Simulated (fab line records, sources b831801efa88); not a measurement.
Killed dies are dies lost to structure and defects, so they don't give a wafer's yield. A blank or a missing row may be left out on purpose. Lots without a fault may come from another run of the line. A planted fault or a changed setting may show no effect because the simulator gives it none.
Which tool did it? | flow sky130 | 14 lots, 42 wafers sampled, at 4 steps of a route of 708

WHAT THE GAUGES READ, wafer by wafer
SKY_DNWELL_TW_MEAS_09.
lot  | measured    | on            | DNWELL_TW
L899 | day 3 20:26 | film_metro-03 | 1125 1118 1131
L900 | day 3 20:32 | film_metro-02 | 1105 1104 1102
L901 | day 4 04:25 | film_metro-02 | 1108 1103 1103
L902 | day 4 06:43 | film_metro-04 | 1117 1107 1116
L903 | day 4 10:17 | film_metro-02 | 1102 1098 1101
L904 | day 4 11:20 | film_metro-02 | 1103 1098 1101
L905 | day 4 19:12 | film_metro-02 | 1110 1102 1111
L906 | day 4 19:32 | film_metro-02 | 1108 1097 1108
L907 | day 5 05:53 | film_metro-02 | 1102 1106 1109
L908 | day 5 10:20 | film_metro-04 | 1118 1123 1121
L911 | day 5 20:11 | film_metro-03 | 1126 1127 1130
L915 | day 6 21:29 | film_metro-03 | 1131 1127 1133
L917 | day 7 04:05 | film_metro-02 | 1103 1110 1107
L918 | day 7 13:00 | film_metro-02 | 1106 1108 1110

SKY_VT_ADJUST_LVTN_OVL_MEAS_07.
lot  | measured     | on         | VT_ADJUST_LVTN_OVL (nm)
L899 | day 7 17:26  | overlay-01 | -4.4 -4.2 -3.9
L900 | day 7 18:22  | overlay-01 | -2.2 -3.0 -1.0
L901 | day 8 02:45  | overlay-01 | 1.3 0.0 -0.5
L902 | day 8 06:32  | overlay-01 | 3.3 2.3 2.8
L903 | day 8 09:20  | overlay-01 | -0.6 -1.0 0.1
L904 | day 8 10:01  | overlay-02 | -1.5 -0.1 -0.1
L905 | day 8 21:29  | overlay-01 | -0.1 -1.0 -0.3
L906 | day 8 21:38  | overlay-02 | -0.8 -2.1 -1.2
L907 | day 9 08:32  | overlay-01 | -1.1 -1.0 -1.4
L908 | day 9 15:23  | overlay-01 | -0.5 -0.9 0.3
L911 | day 10 03:02 | overlay-01 | -0.6 1.6 -1.6
L915 | day 11 10:44 | overlay-02 | 0.3 0.2 0.7
L917 | day 11 17:49 | overlay-02 | 0.7 0.7 1.4
L918 | day 12 02:47 | overlay-02 | 2.2 1.0 0.0

SKY_VT_ADJUST_LVTN_TW_MEAS_10.
lot  | measured     | on            | VT_ADJUST_LVTN_TW
L899 | day 7 17:44  | film_metro-04 | 242.7 241.1 242.0
L900 | day 7 18:40  | film_metro-04 | 244.6 241.6 242.8
L901 | day 8 03:03  | film_metro-04 | 241.8 242.3 241.9
L902 | day 8 06:49  | film_metro-01 | 241.3 242.3 241.7
L903 | day 8 09:38  | film_metro-02 | 237.7 237.6 239.1
L904 | day 8 10:18  | film_metro-02 | 239.8 238.0 237.9
L905 | day 8 21:47  | film_metro-04 | 242.4 242.0 241.5
L906 | day 8 21:55  | film_metro-02 | 240.8 239.7 239.3
L907 | day 9 08:49  | film_metro-01 | 241.7 243.1 240.5
L908 | day 9 15:41  | film_metro-04 | 244.3 244.2 244.6
L911 | day 10 03:19 | film_metro-04 | 243.9 242.5 243.1
L915 | day 11 11:01 | film_metro-02 | 238.7 238.4 239.6
L917 | day 11 18:06 | film_metro-02 | 239.5 239.6 238.2
L918 | day 12 03:05 | film_metro-02 | 239.0 238.7 238.9

WHICH TOOL RAN EACH LOT (tool, then ch and the chambers of the sampled wafers, then the start)
lot  | SKY_FIELD_ISO_CVD_24
L899 | hdpcvd-01 ch 0,1,2, day 2 12:36
L900 | hdpcvd-02 ch 0,1, day 2 12:36
L901 | hdpcvd-01 ch 0,1,2, day 2 22:25
L902 | hdpcvd-01 ch 1,2, day 3 05:10
L903 | hdpcvd-01 ch 0,1,2, day 3 12:34
L904 | hdpcvd-02 ch 0,1,2, day 3 12:34
L905 | hdpcvd-01 ch 1,2, day 3 20:34
L906 | hdpcvd-01 ch 0,1,2, day 3 21:08
L907 | hdpcvd-01 ch 1,2, day 4 05:23
L908 | hdpcvd-01 ch 0,2, day 4 09:34
L911 | hdpcvd-02 ch 0,1,2, day 4 21:44
L915 | hdpcvd-01 ch 1,2, day 5 19:51
L917 | hdpcvd-01 ch 0,2, day 6 04:28
L918 | hdpcvd-02 ch 0,2, day 6 10:07
- SKY_FIELD_ISO_CVD_24: deposits SiO2, target thk 595 nm, time 99.2 s.

WHAT THE TOOLS THEMSELVES READ (means of the sampled wafers that have a number; where no wafer has one, the mark that the record gives instead)
SKY_FIELD_ISO_CVD_24.
lot  | tool      | pressure_mtorr (mTorr) | susceptor_temp_C (C)
L899 | hdpcvd-01 | 5.994                  | 650.37
L900 | hdpcvd-02 | 6.002                  | 649.96
L901 | hdpcvd-01 | 5.991                  | 649.51
L902 | hdpcvd-01 | 5.990                  | 649.60
L903 | hdpcvd-01 | 6.008                  | 649.80
L904 | hdpcvd-02 | 5.993                  | 650.21
L905 | hdpcvd-01 | 5.994                  | 649.72
L906 | hdpcvd-01 | 5.987                  | 649.96
L907 | hdpcvd-01 | 6.003                  | 649.87
L908 | hdpcvd-01 | 6.007                  | 650.05
L911 | hdpcvd-02 | 5.998                  | 650.15
L915 | hdpcvd-01 | 6.806                  | 650.13
L917 | hdpcvd-01 | 6.398                  | 650.13
L918 | hdpcvd-02 | 5.998                  | 650.04

THE ANSWER, worked out from the rows above alone
Rule: what is usual is taken from the lots themselves. Put in order of their means at a reading, lots are off if they are a third of the lots or fewer, leave a main group of 4 or more, and stand apart from it by a gap of 3 or more times the standard deviation of the main group's means; of several such gaps the widest counts. A main group whose means are all the same, to the digits that the tables above print for the reading, isn't used. A lot without any number at a reading at which 4 lots or more have one is off too. The other lots that the step has rows for count as sound. The gauges are gone through in route order, then the tools' own readings, and for those a lot's mean is taken as printed above. The first step at which some lot is off is used, and at that step the reading that is off furthest; a lot without a number counts as furthest.
Off: L915, L917, at SKY_FIELD_ISO_CVD_24 (pressure_mtorr). The main group: mean 5.997 mTorr, standard deviation 0.0065.
A tool fits if, at that step or a process step before it, it ran every lot that is off, and no sound lot after the first of them. One fits: hdpcvd-01 at SKY_FIELD_ISO_CVD_24. Its last sound lot is L908 (day 4 09:34), its first lot that is off L915 (day 5 19:51): a fault that began between those two fits.
The tool's own readings at SKY_FIELD_ISO_CVD_24 bear it out: on the lots that are off they differ by more than 5 times the standard deviation of the sound lots' means. pressure_mtorr reads 6.602 mTorr there against 5.997 mTorr on the sound lots.

WHAT THE SIMULATOR HAD PUT IN
Process parameter drift: hdpcvd-01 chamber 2, from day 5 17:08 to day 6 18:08, at SKY_FIELD_ISO_CVD_24. Setting pressure_mtorr, moved by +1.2, from 6. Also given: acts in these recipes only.
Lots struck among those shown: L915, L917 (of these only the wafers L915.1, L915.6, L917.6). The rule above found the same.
